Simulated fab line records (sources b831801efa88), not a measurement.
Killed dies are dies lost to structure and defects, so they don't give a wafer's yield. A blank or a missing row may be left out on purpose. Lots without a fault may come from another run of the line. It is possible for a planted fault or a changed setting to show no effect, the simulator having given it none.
Struck lot and sound lot, side by side | flow gf180mcu | 31 out of 602 route steps
Sound: the wafers L558.1, L558.3, L558.6. Wafers struck: L559.4, L559.5, L559.6. At the end, the cause is stated.
Each step with rows lists, per side, the tool, then ch with its chambers, then its first start. Under that, the readings that differ: sound wafers | struck wafers | difference of the means | sigmas: that difference in standard deviations of wafers without a fault.
alike: a reading whose means differ by less than 2 such deviations, as well as words and numbers matching on both sides. not compared: withheld readings; readings where some wafer has no value; bounds like >300 that might hide an equal value; numbers whose values overlap and for which the record gives no deviation.
A row with sigmas, a row that says differs or no value, or rows on one side alone: a step with any of these is where the two part. Non-overlapping numbers with no deviation appear without sigmas and do not part them. A reading that every wafer of one side lacks parts them only if that side has two wafers or more.

first, 8 steps without rows for these wafers: GF_HV_LDD_SOFTBAKE_42 (time 60 s); GF_HV_LDD_EXPOSE_43 (exposes mask Pplus HV AREA, target cd 400 nm); GF_HV_LDD_PEB_44; GF_HV_LDD_DEVELOP_45 (develop time 60 s); GF_HV_LDD_IMPLANT_48; GF_HV_LDD_STRIP_49 (strips in O2/N2); GF_HV_LDD_CLEAN_51 (cleans in SC1/SC2, time 150 s); GF_HV_LDD_RTA_52 (time 10 s).
GF_HV_LDD_CVD_54: deposits SiO2 from TEOS, target thk 10 nm, time 75 s.
  sound on lpcvd-01 ch 1, day 15 00:52; struck on lpcvd-01 ch 0, day 15 09:40
  alike: susceptor temp C
then, 21 steps without rows for these wafers: GF_HV_LDD_CVD_56 (deposits Si3N4 from DCS/NH3, target thk 90 nm, time 1543 s); GF_HV_LDD_ETCHBACK_58 (etches Si3N4 in CH3F/O2, stops on SiO2, time 100 s, target depth 90 nm); GF_NSD_DEHYDRATE_00 (time 60 s); GF_NSD_HMDS_01 (prime time 60 s); GF_NSD_COAT_02 (resist thk 1000 nm); GF_NSD_SOFTBAKE_03 (time 60 s); GF_NSD_EXPOSE_04 (exposes mask Nplus, target cd 400 nm); GF_NSD_PEB_05; GF_NSD_DEVELOP_06 (develop time 60 s); GF_NSD_IMPLANT_09; GF_NSD_IMPLANT_10; GF_NSD_STRIP_11 (strips in O2/N2); GF_PSD_DEHYDRATE_00 (time 60 s); GF_PSD_HMDS_01 (prime time 60 s); GF_PSD_COAT_02 (resist thk 1000 nm); GF_PSD_SOFTBAKE_03 (time 60 s); GF_PSD_EXPOSE_04 (exposes mask Pplus, target cd 400 nm); GF_PSD_PEB_05; GF_PSD_DEVELOP_06 (develop time 60 s); GF_PSD_IMPLANT_09; GF_PSD_STRIP_10 (strips in O2/N2).
-- the record jumps here: 16 days lie between the struck wafers' starts before and after (it left off in module PSD and takes up again in module PASSIVATION, whose first step shown is number 602 of the route) --
GF_PASSIVATION_PROBE_99:
  the record has rows for the struck wafers here (prober-01, day 31 17:34) and none for the sound ones

## WHERE THEY PART
Only at GF_PASSIVATION_PROBE_99, as far as this record shows.

WHY: whatever the simulator had introduced
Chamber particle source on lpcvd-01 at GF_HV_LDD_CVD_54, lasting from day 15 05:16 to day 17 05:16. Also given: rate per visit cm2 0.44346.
